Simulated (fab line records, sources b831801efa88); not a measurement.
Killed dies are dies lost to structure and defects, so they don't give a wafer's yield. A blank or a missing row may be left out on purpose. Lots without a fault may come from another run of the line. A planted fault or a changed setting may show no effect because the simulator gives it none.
fab line records | flow sky130
record lots=12 wafers=36 last_day=50
route steps=708 shown NWELL@81 VT_ADJUST_LVTN@104 VT_ADJUST_HVTR@140 VT_ADJUST_PCH@152 PAD_OPEN@708
lots that met no fault: from a run of the same line without faults
start_h: hours from the record's first day to the start of the lot's first wafer shown | wait_h: hours since the lot's step before | " the same as in the row above | L1.1+2: a row that stands for several wafers | - no value, or no start given | * or withheld: withheld | < > ~ a bound
route shown NAME@n: a module of which the file shows steps, and the number in the route of the first | usual: mean/standard deviation of fault-free wafers | same: alike in all rows | chamber/n: place in a boat | sites: the reading at each site | _std_site: their standard deviation | _edge_site: outer sites' mean less inner sites' | radius_mm: how far each site lies from the wafer's centre | mask NAME#n: copy n | behind: the tool/chamber that last shaped the wafer | hold: why the lot was held/for how many hours/how that ended | device: the transistor (n, p or np) that didn't switch | end of line: the same wafers' tests at the end of the route | a step without rows: its recipe alone | killed: dies lost to structure and defects at the first sort, not the wafer's yield | map: a wafer's dies, x killed, . not, _ none there
set.NAME: the setting as run; set.NAME@STEP: as run at that earlier step | model.NAME: the simulator's own value behind a step, which no gauge read
steps of the route over a sample of lots; a table a step, a row a wafer
services: from which hour (start_h, from the record's first day; less than 0 if before it) a tool's chamber was out of use, for how many hours, and why
## steps
# step SKY_NWELL_RTA_28
# recipe temp_c=1050 time_s=30 idle_temp_c=650 ramp_up_c_per_s=150 ramp_down_c_per_s=90 ambient=N2
# usual lamp_power_pct=25.30/0.049 wafer_temp_C_max=1054.8/0.96
# columns lot.wafer tool chamber start_h wait_h lamp_power_pct wafer_temp_C_max
L499.1 rtp_anneal-02 0 106.31 0.0 25.22 1054.7
L499.2 " 0 " " 25.28 1054.3
L499.4 " 0 " " 25.29 1054.2
L501.1 rtp_anneal-01 0 116.86 0.0 25.18 1054.0
L501.2 " 0 " " 25.26 1053.9
L501.6 " 0 " " 25.30 1054.1
L502.1 rtp_anneal-01 0 137.35 0.0 25.32 1056.0
L502.3 " 0 " " 25.32 1054.3
L502.6 " 0 " " 25.35 1055.2
L503.1 rtp_anneal-01 0 141.43 0.0 25.40 1053.3
L503.5 " 0 " " 25.40 1054.2
L503.6 " 0 " " 25.30 1053.8
L504.3 rtp_anneal-02 0 143.15 0.0 25.29 1055.7
L504.5 " 0 " " 25.21 1055.0
L504.6 " 0 " " 25.31 1055.0
L506.2 rtp_anneal-01 0 153.06 0.0 25.29 1053.6
L506.4 " 0 " " 25.28 1055.5
L506.6 " 0 " " 25.21 1056.7
L509.1 rtp_anneal-02 0 171.83 0.0 25.27 1055.1
L509.4 " 0 " " 25.32 1054.5
L509.6 " 0 " " 25.32 1054.5
L514.1 rtp_anneal-01 0 202.23 0.0 25.32 1055.2
L514.2 " 0 " " 25.22 1056.0
L514.5 " 0 " " 25.36 1053.0
L518.1 rtp_anneal-01 0 221.98 0.0 25.19 1054.0
L518.2 " 0 " " 25.26 1056.5
L518.6 " 0 " " 25.15 1054.8
L520.1 rtp_anneal-02 0 234.24 0.0 25.35 1054.3
L520.3 " 0 " " 25.25 1055.6
L520.6 " 0 " " 25.23 1055.3
L521.1 rtp_anneal-01 0 238.39 0.0 25.26 1055.3
L521.5 " 0 " " 25.26 1056.2
L521.6 " 0 " " 25.27 1055.1
L522.2 rtp_anneal-02 0 245.10 0.0 25.31 1057.2
L522.5 " 0 " " 25.36 1055.6
L522.6 " 0 " " 25.27 1054.1
# step SKY_VT_ADJUST_LVTN_OVL_MEAS_07
# usual VT_ADJUST_LVTN_OVL=0.3/1.3
# columns lot.wafer tool chamber start_h wait_h VT_ADJUST_LVTN_OVL[nm]
L499.1 overlay-01 - 142.83 - -1.3
L499.2 " - " " -0.2
L499.4 " - " " 0.1
L501.1 overlay-02 - 155.41 - 0.5
L501.2 " - " " 0.1
L501.6 " - " " 0.3
L502.1 overlay-01 - 177.46 - 0.5
L502.3 " - " " -1.2
L502.6 " - " " -0.3
L503.1 overlay-01 - 181.64 - 0.6
L503.5 " - " " 0.2
L503.6 " - " " -2.0
L504.3 overlay-01 - 183.55 - -1.0
L504.5 " - " " -1.2
L504.6 " - " " -0.8
L506.2 overlay-01 - 193.74 - -0.2
L506.4 " - " " -2.0
L506.6 " - " " 0.1
L509.1 overlay-01 - 215.46 - 2.5
L509.4 " - " " -0.1
L509.6 " - " " 1.2
L514.1 overlay-01 - 247.86 - 0.6
L514.2 " - " " 1.9
L514.5 " - " " 3.4
L518.1 overlay-02 - 269.69 - 1.1
L518.2 " - " " 2.6
L518.6 " - " " 2.8
L520.1 overlay-02 - 282.43 - -0.7
L520.3 " - " " -2.5
L520.6 " - " " -1.4
L521.1 overlay-01 - 286.43 - 2.0
L521.5 " - " " 2.4
L521.6 " - " " 3.4
L522.2 overlay-02 - 293.47 - 0.7
L522.5 " - " " 1.4
L522.6 " - " " -0.7
# step SKY_VT_ADJUST_HVTR_IMPLANT_09
# recipe species=B energy_kev=10 dose_cm2=2.1e+12 tilt_deg=withheld
# usual dose_ions_cm2=2.1003e+12/2.3e+09 faraday_current_uA=11.87/0.22
# columns lot.wafer tool chamber start_h wait_h dose_ions_cm2 faraday_current_uA
L499.1 implanter-04 0 205.05 0.0 2.1031e+12 11.59
L499.2 " 0 " " 2.0983e+12 11.66
L499.4 " 0 " " 2.1035e+12 11.88
L501.1 implanter-04 0 219.74 0.0 2.0972e+12 11.99
L501.2 " 0 " " 2.099e+12 12.37
L501.6 " 0 " " 2.1033e+12 11.75
L502.1 implanter-01 0 245.77 0.0 2.096e+12 11.74
L502.3 " 0 " " 2.1006e+12 12.20
L502.6 " 0 " " 2.0982e+12 11.79
L503.1 implanter-04 0 248.14 0.0 2.1008e+12 11.85
L503.5 " 0 " " 2.0985e+12 12.02
L503.6 " 0 " " 2.1013e+12 11.89
L504.3 implanter-04 0 252.10 0.1 2.102e+12 11.74
L504.5 " 0 " " 2.0999e+12 12.09
L504.6 " 0 " " 2.1005e+12 12.04
L506.2 implanter-01 0 263.21 0.0 2.0985e+12 12.02
L506.4 " 0 " " 2.0996e+12 12.07
L506.6 " 0 " " 2.0966e+12 11.62
L509.1 implanter-04 0 286.89 0.0 2.0994e+12 11.64
L509.4 " 0 " " 2.1003e+12 11.78
L509.6 " 0 " " 2.1009e+12 12.13
L514.1 implanter-02 0 322.39 0.0 2.1005e+12 11.38
L514.2 " 0 " " 2.1013e+12 11.90
L514.5 " 0 " " 2.0997e+12 11.56
L518.1 implanter-01 0 348.36 0.0 2.099e+12 12.16
L518.2 " 0 " " 2.0998e+12 11.90
L518.6 " 0 " " 2.102e+12 11.95
L520.1 implanter-01 0 362.34 0.0 3.204e+11 1.77
L520.3 " 0 " " 3.173e+11 1.79
L520.6 " 0 " " 3.216e+11 1.69
L521.1 implanter-01 0 366.75 0.0 3.185e+11 1.84
L521.5 " 0 " " 3.173e+11 1.76
L521.6 " 0 " " 3.167e+11 1.83
L522.2 implanter-04 0 375.04 0.0 2.0975e+12 11.78
L522.5 " 0 " " 2.0968e+12 11.93
L522.6 " 0 " " 2.0985e+12 12.01
# step SKY_VT_ADJUST_HVTR_TW_MEAS_11
# usual VT_ADJUST_HVTR_TW=210.5/2
# columns lot.wafer tool chamber start_h wait_h VT_ADJUST_HVTR_TW
L499.1 film_metro-02 - 205.30 0.1 208.7
L499.2 " - " " 208.7
L499.4 " - " " 208.6
L501.1 film_metro-01 - 219.99 0.1 208.2
L501.2 " - " " 207.9
L501.6 " - " " 208.4
L502.1 film_metro-02 - 246.02 0.1 209.1
L502.3 " - " " 209.5
L502.6 " - " " 209.1
L503.1 film_metro-02 - 248.39 0.1 209.1
L503.5 " - " " 209.1
L503.6 " - " " 209.7
L504.3 film_metro-01 - 252.32 0.1 207.7
L504.5 " - " " 210.3
L504.6 " - " " 209.8
L506.2 film_metro-04 - 263.45 0.1 214.7
L506.4 " - " " 214.0
L506.6 " - " " 214.5
L509.1 film_metro-01 - 287.14 0.1 209.5
L509.4 " - " " 209.8
L509.6 " - " " 209.1
L514.1 film_metro-01 - 322.64 0.1 209.6
L514.2 " - " " 209.3
L514.5 " - " " 210.1
L518.1 film_metro-04 - 348.61 0.1 216.0
L518.2 " - " " 215.0
L518.6 " - " " 213.4
L520.1 film_metro-02 - 362.59 0.1 124.2
L520.3 " - " " 124.8
L520.6 " - " " 124.6
L521.1 film_metro-02 - 367.00 0.1 126.5
L521.5 " - " " 126.8
L521.6 " - " " 125.9
L522.2 film_metro-04 - 375.28 0.1 213.8
L522.5 " - " " 214.4
L522.6 " - " " 213.2
# step SKY_VT_ADJUST_PCH_STRIP_09
# recipe chemistry=O2/N2 power_w=1400 pressure_mtorr=1500 platen_temp_c=withheld o2_flow_sccm=3000 n2_flow_sccm=300 overash_fraction=0.5
# usual drypump_motor_current_A=5.78/0.17 oes_product_au=0.722/0.0048 strip_time_to_endpoint_s=37.07/0.1
# columns lot.wafer tool chamber start_h wait_h drypump_motor_current_A oes_product_au rf_hours_counter_h strip_time_to_endpoint_s
L499.1 plasma_asher-02 0 228.63 0.1 5.51 0.730 43 37.01
L499.2 " 1 " " 5.88 0.725 43 37.01
L499.4 " 0 " " 5.53 0.719 - 36.95
L501.1 plasma_asher-03 0 243.17 0.1 6.07 0.726 11 36.87
L501.2 " 1 " " 5.57 0.726 11 36.90
L501.6 " 0 " " 6.07 0.725 - 36.84
L502.1 plasma_asher-02 1 270.28 0.1 5.94 0.717 47 37.03
L502.3 " 1 " " 5.90 0.715 - 37.06
L502.6 " 1 " " 5.90 0.719 - 37.09
L503.1 plasma_asher-03 0 272.43 0.1 6.03 0.714 14 37.27
L503.5 " 1 " " 5.58 0.720 - 37.26
L503.6 " 0 " " 6.03 0.726 - 37.19
L504.3 plasma_asher-02 0 275.90 0.1 5.53 0.721 - 37.04
L504.5 " 0 " " 5.53 0.724 - 36.93
L504.6 " 1 " " 5.91 0.723 - 36.94
L506.2 plasma_asher-01 0 287.18 0.1 5.84 0.729 59 37.17
L506.4 " 1 " " 5.79 0.724 - 37.33
L506.6 " 0 " " 5.84 0.719 - 37.19
L509.1 plasma_asher-02 0 311.78 0.1 5.56 0.715 51 37.03
L509.4 " 0 " " 5.55 0.726 - 37.08
L509.6 " 1 " " 5.89 0.723 - 37.11
L514.1 plasma_asher-03 0 349.53 0.1 6.05 0.727 21 37.04
L514.2 " 1 " " 5.58 0.721 21 37.12
L514.5 " 1 " " 5.55 0.724 - 37.01
L518.1 plasma_asher-02 0 377.17 0.1 5.53 0.716 57 37.08
L518.2 " 1 " " 5.90 0.720 57 37.04
L518.6 " 1 " " 5.91 0.724 - 37.11
L520.1 plasma_asher-01 1 391.63 0.1 5.77 0.727 69 36.99
L520.3 " 1 " " 5.80 0.712 - 37.07
L520.6 " 1 " " 5.76 0.723 - 37.10
L521.1 plasma_asher-01 0 395.87 0.1 5.84 0.723 69 37.16
L521.5 " 1 " " 5.78 0.725 - 37.21
L521.6 " 0 " " 5.84 0.723 - 37.13
L522.2 plasma_asher-02 0 403.28 0.1 5.56 0.729 60 37.18
L522.5 " 1 " " 5.83 0.729 - 37.16
L522.6 " 0 " " 5.55 0.724 - 37.22
# step SKY_PAD_OPEN_PROBE_99
# usual killed_at_M0_to_M3=43/6.9 killed_at_M4_up=3.0/1.8 killed_at_contacts=24/4.8 killed_at_front_end=15/4.5 killed_at_other=0.4/0.67 killed_dies=86/9.2 killed_open=46/6.9 killed_short=39/6
# same gross_dies=492 killed_at_back_side=0
# columns lot.wafer tool chamber start_h wait_h killed_at_M0_to_M3 killed_at_M4_up killed_at_contacts killed_at_front_end killed_at_other killed_dies killed_open killed_short
L499.1 prober-02 - 1075.55 0.1 55 3 33 18 1 110 65 45
L499.2 prober-02 - 1075.60 0.1 54 4 32 10 1 101 49 52
L499.4 prober-02 - 1075.70 0.2 49 0 35 12 0 96 60 36
L501.1 prober-02 - 1089.36 0.1 48 3 19 22 0 92 44 47
L501.2 prober-02 - 1089.41 0.1 36 1 30 24 3 94 56 36
L501.6 prober-02 - 1089.61 0.2 44 2 23 12 0 81 37 43
L502.1 prober-01 - 1109.72 0.1 40 3 21 14 0 78 40 38
L502.3 prober-01 - 1109.82 0.2 52 4 19 13 0 88 50 38
L502.6 prober-01 - 1109.97 0.2 52 3 25 12 1 93 52 41
L503.1 prober-02 - 1117.38 0.1 40 3 26 12 1 82 37 44
L503.5 prober-02 - 1117.58 0.2 34 1 23 19 2 79 36 40
L503.6 prober-02 - 1117.63 0.2 44 0 16 19 2 81 38 41
L504.3 prober-01 - 1122.32 0.2 42 3 23 15 0 83 47 36
L504.5 prober-01 - 1122.42 0.2 50 2 26 6 0 84 44 40
L504.6 prober-01 - 1122.47 0.2 49 3 20 16 1 89 45 43
L506.2 prober-02 - 1126.52 0.1 35 3 40 14 0 92 47 45
L506.4 prober-02 - 1126.62 0.2 22 2 17 8 0 49 29 20
L506.6 prober-02 - 1126.72 0.2 28 2 31 18 1 80 46 33
L509.1 prober-01 - 1144.57 0.1 56 7 28 7 1 99 59 39
L509.4 prober-01 - 1144.72 0.2 47 3 21 10 0 81 49 31
L509.6 prober-01 - 1144.82 0.2 45 2 25 13 0 85 47 37
L514.1 prober-02 - 1172.01 0.1 52 2 20 17 0 91 52 37
L514.2 prober-02 - 1172.06 0.1 41 3 26 18 0 88 51 36
L514.5 prober-02 - 1172.21 0.2 35 2 29 16 0 82 49 33
L518.1 prober-02 - 1183.62 0.1 45 3 25 18 1 92 51 41
L518.2 prober-02 - 1183.67 0.1 53 2 17 10 0 82 47 35
L518.6 prober-02 - 1183.87 0.2 40 2 20 13 1 76 37 39
L520.1 prober-02 - 1198.34 0.1 43 3 31 14 1 92 45 45
L520.3 prober-02 - 1198.44 0.2 31 2 22 11 1 67 33 33
L520.6 prober-02 - 1198.59 0.2 43 3 21 14 0 81 42 37
L521.1 prober-01 - 1199.71 0.1 57 1 25 16 2 101 57 42
L521.5 prober-01 - 1199.91 0.2 46 3 35 11 0 95 51 43
L521.6 prober-01 - 1199.96 0.2 55 3 22 18 1 99 51 47
L522.2 prober-02 - 1199.89 0.1 39 2 26 19 1 87 39 46
L522.5 prober-02 - 1200.04 0.2 48 1 27 19 1 96 52 44
L522.6 prober-02 - 1200.09 0.2 32 3 18 14 0 67 39 28
# killed by level:class
L499.1 CONTACT:geometric_particle:open=18 VIA3:geometric_particle:open=10 LI_CONTACT:geometric_particle:open=10 VIA1:geometric_particle:open=8 VIA1:geometric_particle:short=7 METAL2:geometric_particle:short=7 VIA2:geometric_particle:open=7 POLY_GATE:geometric_particle:short=6
L499.2 CONTACT:geometric_particle:open=11 VIA1:geometric_particle:open=11 VIA2:geometric_particle:open=10 VIA1:geometric_particle:short=9 CONTACT:geometric_particle:short=8 LI_CONTACT:geometric_particle:open=6 METAL1:geometric_particle:short=6 METAL2:geometric_particle:short=6
L499.4 VIA1:geometric_particle:open=17 CONTACT:geometric_particle:open=14 LI_CONTACT:geometric_particle:open=8 VIA3:geometric_particle:open=6 VIA1:geometric_particle:short=6 LOCAL_INTERCONNECT:geometric_particle:short=5 POLY_GATE:geometric_particle:open=4 METAL1:geometric_particle:short=4
L501.1 VIA1:geometric_particle:open=9 VIA3:geometric_particle:open=7 POLY_GATE:geometric_particle:open=7 VIA2:geometric_particle:open=7 POLY_GATE:geometric_particle:short=6 METAL1:geometric_particle:short=6 METAL2:geometric_particle:short=6 VIA3:geometric_particle:short=6
L501.2 CONTACT:geometric_particle:open=17 VIA1:geometric_particle:open=9 POLY_GATE:geometric_particle:open=7 POLY_GATE:geometric_particle:short=6 METAL2:geometric_particle:short=5 FIELD_ISO:geometric_particle:open=4 VIA3:geometric_particle:open=4 METAL1:geometric_particle:short=4
L501.6 VIA1:geometric_particle:open=10 VIA2:geometric_particle:open=8 CONTACT:geometric_particle:open=7 VIA1:geometric_particle:short=7 LOCAL_INTERCONNECT:geometric_particle:short=6 METAL1:geometric_particle:short=6 LI_CONTACT:geometric_particle:short=4 METAL3:geometric_particle:short=4
L502.1 CONTACT:geometric_particle:open=11 FIELD_ISO:geometric_particle:open=7 VIA1:geometric_particle:open=7 VIA3:geometric_particle:open=5 METAL1:geometric_particle:short=5 CONTACT:geometric_particle:short=5 FIELD_ISO:geometric_particle:short=4 METAL2:geometric_particle:short=4
L502.3 VIA1:geometric_particle:open=11 VIA3:geometric_particle:open=9 LI_CONTACT:geometric_particle:open=8 VIA2:geometric_particle:open=7 CONTACT:geometric_particle:open=6 VIA2:geometric_particle:short=6 FIELD_ISO:geometric_particle:short=5 POLY_GATE:geometric_particle:open=5
L502.6 VIA1:geometric_particle:open=20 LI_CONTACT:geometric_particle:open=11 METAL2:geometric_particle:short=8 CONTACT:geometric_particle:short=6 CONTACT:geometric_particle:open=6 FIELD_ISO:geometric_particle:short=5 VIA1:geometric_particle:short=5 METAL3:geometric_particle:short=4
L503.1 LI_CONTACT:geometric_particle:open=10 VIA1:geometric_particle:open=9 METAL2:geometric_particle:short=7 FIELD_ISO:geometric_particle:short=6 VIA1:geometric_particle:short=6 CONTACT:geometric_particle:short=5 VIA2:geometric_particle:open=5 CONTACT:geometric_particle:open=4
L503.5 CONTACT:geometric_particle:short=8 POLY_GATE:geometric_particle:open=6 VIA1:geometric_particle:open=6 VIA2:geometric_particle:open=6 METAL2:geometric_particle:short=5 POLY_GATE:geometric_particle:short=4 LI_CONTACT:geometric_particle:open=4 CONTACT:geometric_particle:open=4
L503.6 FIELD_ISO:geometric_particle:short=8 VIA2:geometric_particle:open=8 METAL1:geometric_particle:short=7 METAL2:geometric_particle:short=6 VIA2:geometric_particle:short=6 LI_CONTACT:geometric_particle:open=5 VIA3:geometric_particle:open=5 VIA1:geometric_particle:open=5
L504.3 VIA1:geometric_particle:open=10 VIA2:geometric_particle:open=9 CONTACT:geometric_particle:open=7 LI_CONTACT:geometric_particle:open=6 METAL1:geometric_particle:short=6 LOCAL_INTERCONNECT:geometric_particle:short=5 FIELD_ISO:geometric_particle:short=4 FIELD_ISO:geometric_particle:open=4
L504.5 VIA1:geometric_particle:open=9 CONTACT:geometric_particle:open=8 VIA3:geometric_particle:open=8 METAL2:geometric_particle:short=7 LOCAL_INTERCONNECT:geometric_particle:short=7 METAL1:geometric_particle:short=6 CONTACT:geometric_particle:short=5 VIA2:geometric_particle:open=5
L504.6 VIA1:geometric_particle:open=11 METAL2:geometric_particle:short=10 VIA3:geometric_particle:open=8 CONTACT:geometric_particle:open=6 VIA2:geometric_particle:open=6 FIELD_ISO:geometric_particle:short=5 VIA1:geometric_particle:short=5 LOCAL_INTERCONNECT:geometric_particle:short=4
L506.2 CONTACT:geometric_particle:open=11 LI_CONTACT:geometric_particle:open=9 VIA3:geometric_particle:open=9 LOCAL_INTERCONNECT:geometric_particle:short=8 CONTACT:geometric_particle:short=7 FIELD_ISO:geometric_particle:short=5 VIA1:geometric_particle:open=5 FIELD_ISO:geometric_particle:open=4
L506.4 CONTACT:geometric_particle:open=8 LOCAL_INTERCONNECT:geometric_particle:short=5 VIA1:geometric_particle:open=5 VIA3:geometric_particle:open=4 METAL1:geometric_particle:short=3 VIA1:geometric_particle:short=3 VIA2:geometric_particle:open=3 FIELD_ISO:geometric_particle:open=2
L506.6 CONTACT:geometric_particle:open=11 LI_CONTACT:geometric_particle:open=7 VIA1:geometric_particle:open=7 FIELD_ISO:geometric_particle:open=6 LOCAL_INTERCONNECT:geometric_particle:short=5 POLY_GATE:geometric_particle:short=4 METAL1:geometric_particle:short=4 VIA2:geometric_particle:open=4
L509.1 VIA1:geometric_particle:open=13 CONTACT:geometric_particle:open=12 VIA2:geometric_particle:open=8 VIA3:geometric_particle:open=8 LI_CONTACT:geometric_particle:open=7 VIA1:geometric_particle:short=7 CONTACT:geometric_particle:short=6 VIA2:geometric_particle:short=5
L509.4 VIA1:geometric_particle:open=16 LI_CONTACT:geometric_particle:open=8 VIA3:geometric_particle:open=7 CONTACT:geometric_particle:open=6 VIA1:geometric_particle:short=5 METAL2:geometric_particle:short=5 POLY_GATE:geometric_particle:open=4 LOCAL_INTERCONNECT:geometric_particle:short=4
L509.6 VIA3:geometric_particle:open=10 VIA2:geometric_particle:open=8 LI_CONTACT:geometric_particle:open=7 VIA3:geometric_particle:short=6 LOCAL_INTERCONNECT:geometric_particle:short=6 CONTACT:geometric_particle:open=6 VIA1:geometric_particle:short=6 VIA1:geometric_particle:open=6
L514.1 LI_CONTACT:geometric_particle:open=9 METAL2:geometric_particle:short=9 VIA3:geometric_particle:open=8 VIA2:geometric_particle:open=7 VIA1:geometric_particle:short=7 POLY_GATE:geometric_particle:open=6 CONTACT:geometric_particle:open=5 VIA1:geometric_particle:open=5
L514.2 VIA1:geometric_particle:open=11 LI_CONTACT:geometric_particle:open=10 VIA3:geometric_particle:open=7 FIELD_ISO:geometric_particle:open=6 CONTACT:geometric_particle:short=6 CONTACT:geometric_particle:open=5 VIA1:geometric_particle:short=5 VIA2:geometric_particle:open=5
L514.5 CONTACT:geometric_particle:open=15 VIA1:geometric_particle:open=14 CONTACT:geometric_particle:short=7 VIA3:geometric_particle:open=7 POLY_GATE:geometric_particle:short=5 FIELD_ISO:geometric_particle:open=4 METAL2:geometric_particle:short=4 FIELD_ISO:geometric_particle:short=3
L518.1 VIA1:geometric_particle:open=17 CONTACT:geometric_particle:short=8 CONTACT:geometric_particle:open=7 VIA3:geometric_particle:open=7 POLY_GATE:geometric_particle:open=6 LI_CONTACT:geometric_particle:open=6 POLY_GATE:geometric_particle:short=5 METAL1:geometric_particle:short=5
L518.2 VIA1:geometric_particle:open=10 VIA2:geometric_particle:open=9 LI_CONTACT:geometric_particle:open=7 CONTACT:geometric_particle:open=7 METAL1:geometric_particle:short=7 METAL2:geometric_particle:short=7 VIA1:geometric_particle:short=6 VIA3:geometric_particle:open=5
L518.6 VIA2:geometric_particle:open=11 LI_CONTACT:geometric_particle:open=9 METAL1:geometric_particle:short=6 METAL2:geometric_particle:short=6 VIA1:geometric_particle:short=5 VIA2:geometric_particle:short=5 CONTACT:geometric_particle:open=4 VIA1:geometric_particle:open=4
L520.1 VIA1:geometric_particle:short=8 LI_CONTACT:geometric_particle:open=8 LOCAL_INTERCONNECT:geometric_particle:short=7 CONTACT:geometric_particle:open=7 VIA1:geometric_particle:open=6 VIA2:geometric_particle:open=6 METAL2:geometric_particle:short=5 VIA3:geometric_particle:open=5
L520.3 VIA1:geometric_particle:open=10 CONTACT:geometric_particle:open=8 FIELD_ISO:geometric_particle:short=6 VIA2:geometric_particle:short=5 LI_CONTACT:geometric_particle:open=4 METAL1:geometric_particle:short=4 LI_CONTACT:geometric_particle:short=3 LOCAL_INTERCONNECT:geometric_particle:short=3
L520.6 VIA1:geometric_particle:open=9 VIA2:geometric_particle:open=9 CONTACT:geometric_particle:open=7 CONTACT:geometric_particle:short=6 VIA1:geometric_particle:short=5 METAL2:geometric_particle:short=5 FIELD_ISO:geometric_particle:short=4 METAL1:geometric_particle:short=4
L521.1 VIA1:geometric_particle:open=15 VIA2:geometric_particle:open=11 CONTACT:geometric_particle:short=10 CONTACT:geometric_particle:open=8 METAL2:geometric_particle:short=5 LI_CONTACT:geometric_particle:open=5 METAL1:geometric_particle:short=5 VIA3:geometric_particle:open=4
L522.2 LI_CONTACT:geometric_particle:open=9 METAL1:geometric_particle:short=8 POLY_GATE:geometric_particle:short=7 VIA1:geometric_particle:open=7 CONTACT:geometric_particle:short=6 CONTACT:geometric_particle:open=6 VIA1:geometric_particle:short=6 FIELD_ISO:geometric_particle:short=4
L521.5 LI_CONTACT:geometric_particle:open=12 CONTACT:geometric_particle:open=12 VIA1:geometric_particle:short=8 VIA1:geometric_particle:open=8 VIA2:geometric_particle:open=6 FIELD_ISO:geometric_particle:short=5 LOCAL_INTERCONNECT:geometric_particle:short=5 CONTACT:geometric_particle:short=5
L521.6 METAL1:geometric_particle:short=13 CONTACT:geometric_particle:open=12 VIA1:geometric_particle:open=10 FIELD_ISO:geometric_particle:short=8 VIA3:geometric_particle:open=8 METAL1:geometric_particle:open=6 VIA2:geometric_particle:open=4 METAL3:geometric_particle:short=4
L522.5 VIA1:geometric_particle:open=13 CONTACT:geometric_particle:open=9 METAL2:geometric_particle:short=9 LI_CONTACT:geometric_particle:open=8 METAL1:geometric_particle:short=7 VIA2:geometric_particle:open=7 FIELD_ISO:geometric_particle:short=5 FIELD_ISO:geometric_particle:open=5
L522.6 VIA2:geometric_particle:open=7 LI_CONTACT:geometric_particle:open=6 VIA1:geometric_particle:short=6 METAL2:geometric_particle:short=6 FIELD_ISO:geometric_particle:open=4 VIA1:geometric_particle:open=4 CONTACT:geometric_particle:open=4 VIA3:geometric_particle:open=4
## services
# columns tool chamber start_h hours kind
plasma_asher-03 - 108.75 9.0 pm
plasma_asher-03 0 108.75 9.0 vent_cycle
plasma_asher-03 1 108.75 9.0 vent_cycle
plasma_asher-03 0 117.75 - clean
plasma_asher-03 1 117.75 - clean
implanter-02 - 153.82 4.1 repair
implanter-04 - 160.26 0.9 repair
plasma_asher-02 - 173.29 0.4 repair
plasma_asher-03 - 190.92 2.8 repair
implanter-02 - 202.33 3.8 repair
plasma_asher-03 - 208.15 1.9 repair
implanter-04 - 261.75 4.9 pm
plasma_asher-03 - 274.20 2.4 repair
implanter-02 - 297.17 2.0 repair
plasma_asher-01 - 346.18 0.4 repair
implanter-02 - 360.15 3.1 pm
plasma_asher-02 - 373.75 0.7 repair
implanter-02 - 382.83 1.2 repair
plasma_asher-02 - 387.23 2.8 pm
rtp_anneal-01 - 400.26 1.0 pm
## key
first_sign step=SKY_VT_ADJUST_HVTR_IMPLANT_09 reading=dose_ions_cm2 direction=down sigmas=99+ usual=* struck=*
effect step=SKY_VT_ADJUST_HVTR_IMPLANT_09 reading=faraday_current_uA direction=down sigmas=45 usual=11.87 struck=1.78
effect step=SKY_VT_ADJUST_HVTR_TW_MEAS_11 reading=VT_ADJUST_HVTR_TW direction=down sigmas=42 usual=210.5 struck=125.5
met_at SKY_VT_ADJUST_HVTR_IMPLANT_09
struck_lots L520,L521
tester_left_out L520,L521
not_acting_at SKY_NWELL_RTA_28,SKY_VT_ADJUST_LVTN_OVL_MEAS_07,SKY_VT_ADJUST_PCH_STRIP_09
onset_between 348.36 362.34
fault kind=process_parameter_drift tool=implanter-01 chamber=- onset_h=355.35 steps=SKY_VT_ADJUST_HVTR_IMPLANT_09 channel=dose_cm2 offset=* shape=step end_h=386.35 acts_in=* stated=*
# tester_left_out: of these lots the tester's yield and bins aren't shown, on N5 and GAA mostly nor the transistor test; their killed dies are dies lost to structure and defects alone, not to doping, threshold or leakage, so they don't give the yield
